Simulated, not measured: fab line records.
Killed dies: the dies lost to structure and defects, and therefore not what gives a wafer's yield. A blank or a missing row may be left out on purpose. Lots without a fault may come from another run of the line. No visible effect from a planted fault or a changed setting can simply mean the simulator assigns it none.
A struck lot beside a sound one	flow sky130	18 steps out of a route of 708
Sound: the wafers L431.2, L431.4, L431.5. Wafers L437.4, L437.5, L437.6 were the ones struck. The cause is named last.
Each step with rows lists, per side, the tool, then ch with its chambers, then its first start. Under that, the readings that differ: sound wafers	struck wafers	difference of the means	sigmas: that difference in standard deviations of wafers without a fault.
alike: readings whose means differ by less than 2 such deviations, and words and numbers that are the same on both sides. not compared: withheld readings, readings that some wafer has no value for, bounds like >300 that may hide the same value, and numbers for which the record gives no deviation and whose values overlap.
Wherever a step has rows on one side only, a row that says differs or no value, or a row with sigmas, the two part there. Numbers that have no deviation but don't overlap get no sigmas and don't part them. Lack of a reading on every wafer of one side parts them only where that side has two or more wafers.

first, 2 steps without rows for these wafers: SKY_VT_ADJUST_LVTN_PEB_05; SKY_VT_ADJUST_LVTN_DEVELOP_06 (develop time 60 s).
SKY_VT_ADJUST_LVTN_OVL_MEAS_07:
  struck on overlay-01, day 9 03:07; sound on overlay-02, day 7 08:50
  alike: VT_ADJUST_LVTN_OVL
then, 1 step without rows for these wafers: SKY_VT_ADJUST_LVTN_IMPLANT_08.
SKY_VT_ADJUST_LVTN_STRIP_09: strips in O2/N2.
  sound on plasma-asher-04 ch 0,1, day 7 09:01; struck on plasma-asher-03 ch 0,1, day 9 03:19
  alike: drypump-motor-current-A, o2-flow-sccm, oes-product-au, strip-time-to-endpoint-s
  not compared: rf-hours-counter-h
SKY_VT_ADJUST_LVTN_TW_MEAS_10:
  struck on film-metro-03, day 9 03:25; sound on film-metro-04, day 7 09:07
  alike: VT_ADJUST_LVTN_TW
then, 6 steps without rows for these wafers: SKY_VT_ADJUST_LVTN_DEHYDRATE_11 (time 60 s); SKY_VT_ADJUST_LVTN_HMDS_12 (prime time 60 s); SKY_VT_ADJUST_LVTN_COAT_13 (resist thk 1140 nm); SKY_VT_ADJUST_LVTN_SOFTBAKE_14 (time 60 s); SKY_VT_ADJUST_LVTN_EXPOSE_15 (exposes mask HVN STD DERIVED, target cd 600 nm); SKY_VT_ADJUST_LVTN_PEB_16.
SKY_VT_ADJUST_LVTN_DEVELOP_17: develop time 60 s.
  sound on litho-track-04 ch 0, day 8 05:18; struck on litho-track-04 ch 0, day 10 01:27
SKY_VT_ADJUST_LVTN_OVL_MEAS_18:
  struck on overlay-01, day 10 01:32; sound on overlay-01, day 8 05:26
reading	sound	struck	difference	sigmas
VT_ADJUST_LVTN_01_OVL (nm)	-0.1 0.2 0.0	- - -	no value on the struck wafers	
then, 1 step without rows for these wafers: SKY_VT_ADJUST_LVTN_IMPLANT_19.
SKY_VT_ADJUST_LVTN_STRIP_20: strips in O2/N2.
  sound on plasma-asher-02 ch 0,1, day 8 05:37; struck on plasma-asher-03 ch 0,1, day 10 01:44
  alike: drypump-motor-current-A, o2-flow-sccm, oes-product-au, strip-time-to-endpoint-s
  not compared: rf-hours-counter-h
SKY_VT_ADJUST_LVTN_TW_MEAS_21:
  struck on film-metro-01, day 10 02:04; sound on film-metro-04, day 8 05:43
reading	sound	struck	difference	sigmas
VT_ADJUST_LVTN_2_TW	186.1 185.5 186.6	30.1 30.0 30.1	-156.0	-99 or more
  not compared: hold
then, 1 step without rows for these wafers: SKY_PAD_OPEN_PROBE_99.

== WHERE THEY PART ==
First at SKY_VT_ADJUST_LVTN_OVL_MEAS_18; last, within this record, at SKY_VT_ADJUST_LVTN_TW_MEAS_21.

WHY: what the simulator had put in
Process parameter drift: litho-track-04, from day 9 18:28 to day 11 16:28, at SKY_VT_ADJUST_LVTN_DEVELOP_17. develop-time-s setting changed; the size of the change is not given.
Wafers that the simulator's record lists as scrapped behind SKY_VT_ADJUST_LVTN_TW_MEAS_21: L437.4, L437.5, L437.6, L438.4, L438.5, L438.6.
